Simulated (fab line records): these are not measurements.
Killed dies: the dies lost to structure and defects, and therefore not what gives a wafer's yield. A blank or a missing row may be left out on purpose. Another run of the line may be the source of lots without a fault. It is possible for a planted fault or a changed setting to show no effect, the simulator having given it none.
A lot that was struck, set against a sound lot	flow sfq_line	42 steps out of a route of 325
Sound: the wafers L915.1, L915.2, L915.5. Struck: wafer L913.2 (L913.4, L913.5, from the same lot, were not struck and are left out); the cause is given at the end.
Each step with rows lists, per side, the tool, then ch with its chambers, then its first start. Under that, the readings that differ: sound wafers	struck wafers	difference of the means	sigmas: that difference in standard deviations of wafers without a fault.
alike: readings whose means differ by less than 2 such deviations, and words and numbers that are the same on both sides. not compared: withheld readings, readings that some wafer has no value for, bounds like >300 that may hide the same value, and numbers for which the record gives no deviation and whose values overlap.
A row with sigmas, a row that says differs or no value, or rows on one side alone: a step with any of these is where the two part. Numbers that don't overlap but have no deviation are shown without sigmas and don't part them. Lack of a reading on every wafer of one side parts them only where that side has two or more wafers.

first, 6 steps without rows for these wafers: SFQ_TRILAYER_M6_LITHO_COAT_164 (resist thk 62 nm); SFQ_TRILAYER_M6_LITHO_COAT_159 (resist thk 600 nm); SFQ_TRILAYER_M6_LITHO_SOFTBAKE_163; SFQ_TRILAYER_M6_LITHO_EXPOSE_160 (exposes mask M6, target cd 500 nm); SFQ_TRILAYER_M6_LITHO_PEB_162 (peb time 60 s); SFQ_TRILAYER_M6_LITHO_DEVELOP_161 (time 60 s).
SFQ_M6_OVL_MEAS_940:
  struck on overlay-02, day 77 04:49; sound on overlay-02, day 77 15:36
  alike: M6_OVL
SFQ_TRILAYER_M6_BARC_OPEN_METAL_ETCH_206: etches BARC in O2, target depth 125 nm, time 41.7 s.
  sound on rie_metal-01 ch 0,1, day 77 15:38; struck on rie_metal-03 ch 1, day 77 04:50
reading	sound	struck	difference	sigmas
drypump_motor_current_A (A)	5.3 5.4 5.4	6.4	+1.0	+2
  alike: oes_product_au
  not compared: rf_hours_counter_h
SFQ_TRILAYER_M6_ETCH_METAL_ETCH_162: etches Nb in Cl2/Ar, stops on SiO2, target depth 240 nm, time 120 s.
  sound on rie_metal-01 ch 0,1, day 77 15:42; struck on rie_metal-03 ch 1, day 77 04:54
reading	sound	struck	difference	sigmas
drypump_motor_current_A (A)	5.3 5.4 5.4	6.4	+1.0	+2
  alike: oes_product_au
  not compared: rf_hours_counter_h
SFQ_TRILAYER_M6_STRIP_STRIP_163: strips in O2.
  sound on rie_metal-01 ch 0,1, day 77 15:49; struck on rie_metal-03 ch 1, day 77 05:01
reading	sound	struck	difference	sigmas
drypump_motor_current_A (A)	5.3 5.4 5.4	6.4	+1.0	+2
  alike: oes_product_au
  not compared: rf_hours_counter_h
then, 2 steps without rows for these wafers: SFQ_TRILAYER_M6_STRIP_SOLV_CLEAN_164 (cleans in NMP, time 600 s); SFQ_TRILAYER_I6_DEP_PECVD_165 (deposits SiO2 from SiH4/N2O, time 111.11 s, target thk 500 nm).
SFQ_TRILAYER_I6_CMP_CMP_166: polishes SiO2.
  sound on cmp-02 ch 0,1, day 77 18:31; struck on cmp-01 ch 3, day 77 06:53
reading	sound	struck	difference	sigmas
time_to_endpoint_s (s)	214 209 219	175	-39	-5
model.SiO2_of_TRILAYER_I6_DEP_PECVD_165.thk_nm (nm)	200.5 200.6 199	251.7	+51.7	
  alike: motor_current_A, slurry_filter_dp_kPa, slurry_flow_ml_min
SFQ_I6_BOW_MEAS_941:
  struck on film_metro-02, day 77 08:54; sound on film_metro-02, day 77 21:31
  alike: I6_BOW
SFQ_TRILAYER_I6_METRO_MEASURE_167:
  struck on film_metro-02, day 77 09:12; sound on film_metro-02, day 77 21:38
reading	sound	struck	difference	sigmas
thk_nm (nm)	200.4 200.6 198.9	251.8	+51.8	+47
then, 6 steps without rows for these wafers: SFQ_TRILAYER_I6_VIA_LITHO_COAT_174 (resist thk 62 nm); SFQ_TRILAYER_I6_VIA_LITHO_COAT_169 (resist thk 650 nm); SFQ_TRILAYER_I6_VIA_LITHO_SOFTBAKE_173; SFQ_TRILAYER_I6_VIA_LITHO_EXPOSE_170 (exposes mask I6, target cd 700 nm); SFQ_TRILAYER_I6_VIA_LITHO_PEB_172 (peb time 60 s); SFQ_TRILAYER_I6_VIA_LITHO_DEVELOP_171 (time 60 s).
SFQ_I6_OVL_MEAS_942:
  struck on overlay-02, day 77 16:49; sound on overlay-02, day 78 04:21
  alike: I6_OVL
then, 1 step without rows for these wafers: SFQ_TRILAYER_I6_VIA_BARC_OPEN_VIA_ETCH_235 (etches BARC in O2, target depth 125 nm, time 41.7 s).
SFQ_TRILAYER_I6_VIA_ETCH_VIA_ETCH_172: etches SiO2 in CHF3, stops on Nb, target depth 260 nm.
  sound on rie_diel-04 ch 0,1,2, day 78 04:26; struck on rie_diel-04 ch 3, day 77 16:53
reading	sound	struck	difference	sigmas
oes_product_au (a.u.)	0.850 0.849 0.846	0.983	+0.135	+26
model.I6.feature_depth_nm (nm)	200.5 200.6 199	251.7	+51.7	
model.etch.depth_nm (nm)	200.5 200.6 199	251.7	+51.7	
  alike: drypump_motor_current_A
then, 2 steps without rows for these wafers: SFQ_TRILAYER_I6_VIA_STRIP_STRIP_173 (strips in O2); SFQ_TRILAYER_I6_VIA_STRIP_SOLV_CLEAN_174 (cleans in NMP, time 600 s).
SFQ_TRILAYER_M7_DEP_PRE_CLEAN_176: time 22.5 s.
  struck on pvd_sputter-06, day 77 17:46; sound on pvd_sputter-05, day 78 05:19
reading	sound	struck	difference	sigmas
model.SiO2_of_TRILAYER_I6_DEP_PECVD_165.thk_nm (nm)	193 193.1 191.5	244.2	+51.7	
then, 1 step without rows for these wafers: SFQ_TRILAYER_M7_DEP_SPUTTER_175 (material Nb, target thk 200 nm, time 133.3 s).
SFQ_M7_RS_MEAS_943: the measuring method here is four-point-probe.
  struck on film_metro-01, day 77 17:55; sound on film_metro-02, day 78 05:26
  alike: M7_NB_RS
then, 6 steps without rows for these wafers: SFQ_TRILAYER_M7_LITHO_COAT_182 (resist thk 62 nm); SFQ_TRILAYER_M7_LITHO_COAT_177 (resist thk 600 nm); SFQ_TRILAYER_M7_LITHO_SOFTBAKE_181; SFQ_TRILAYER_M7_LITHO_EXPOSE_178 (exposes mask M7, target cd 500 nm); SFQ_TRILAYER_M7_LITHO_PEB_180 (peb time 60 s); SFQ_TRILAYER_M7_LITHO_DEVELOP_179 (time 60 s).
SFQ_M7_OVL_MEAS_945:
  struck on overlay-02, day 78 00:46; sound on overlay-01, day 82 17:32
reading	sound	struck	difference	sigmas
M7_OVL (nm)	2 5 4	-8	-12	-2
SFQ_TRILAYER_M7_BARC_OPEN_METAL_ETCH_229: etches BARC in O2, target depth 125 nm, time 41.7 s.
  sound on rie_metal-02 ch 0,1, day 82 17:34; struck on rie_metal-02 ch 1, day 78 00:47
  alike: drypump_motor_current_A, oes_product_au
  not compared: rf_hours_counter_h
then, 3 steps without rows for these wafers: SFQ_TRILAYER_M7_ETCH_METAL_ETCH_180 (etches Nb in Cl2/Ar, stops on SiO2, target depth 240 nm, time 120 s); SFQ_TRILAYER_M7_STRIP_STRIP_181 (strips in O2); SFQ_TRILAYER_M7_STRIP_SOLV_CLEAN_182 (cleans in NMP, time 600 s).
SFQ_TRILAYER_I7_DEP_PECVD_183: deposits SiO2 from SiH4/N2O, time 111.11 s, target thk 500 nm.
  sound on pecvd-01 ch 1,2, day 82 18:42; struck on pecvd-02 ch 2, day 78 01:45
reading	sound	struck	difference	sigmas
throttle_valve_pct (%)	23.9 22.6 22.5	26.0	+3.0	+2
  alike: heater_power_w, showerhead_vpp_V
-- the record jumps here: 9 days lie between the struck wafers' starts before and after --
SFQ_M8_BOW_MEAS_951:
  struck on film_metro-02, day 86 16:20; sound on film_metro-04, day 86 21:31
reading	sound	struck	difference	sigmas
model.etest.i6.link_ohm	1.886 1.881 1.885	1.919	+0.035	
  alike: M8_BOW

WHERE THEY PART
First at SFQ_TRILAYER_M6_BARC_OPEN_METAL_ETCH_206; last, within this record, at SFQ_TRILAYER_I7_DEP_PECVD_183. Later steps at which nothing parts them and some readings are alike: SFQ_M8_BOW_MEAS_951.

WHY: what had been put in by the simulator
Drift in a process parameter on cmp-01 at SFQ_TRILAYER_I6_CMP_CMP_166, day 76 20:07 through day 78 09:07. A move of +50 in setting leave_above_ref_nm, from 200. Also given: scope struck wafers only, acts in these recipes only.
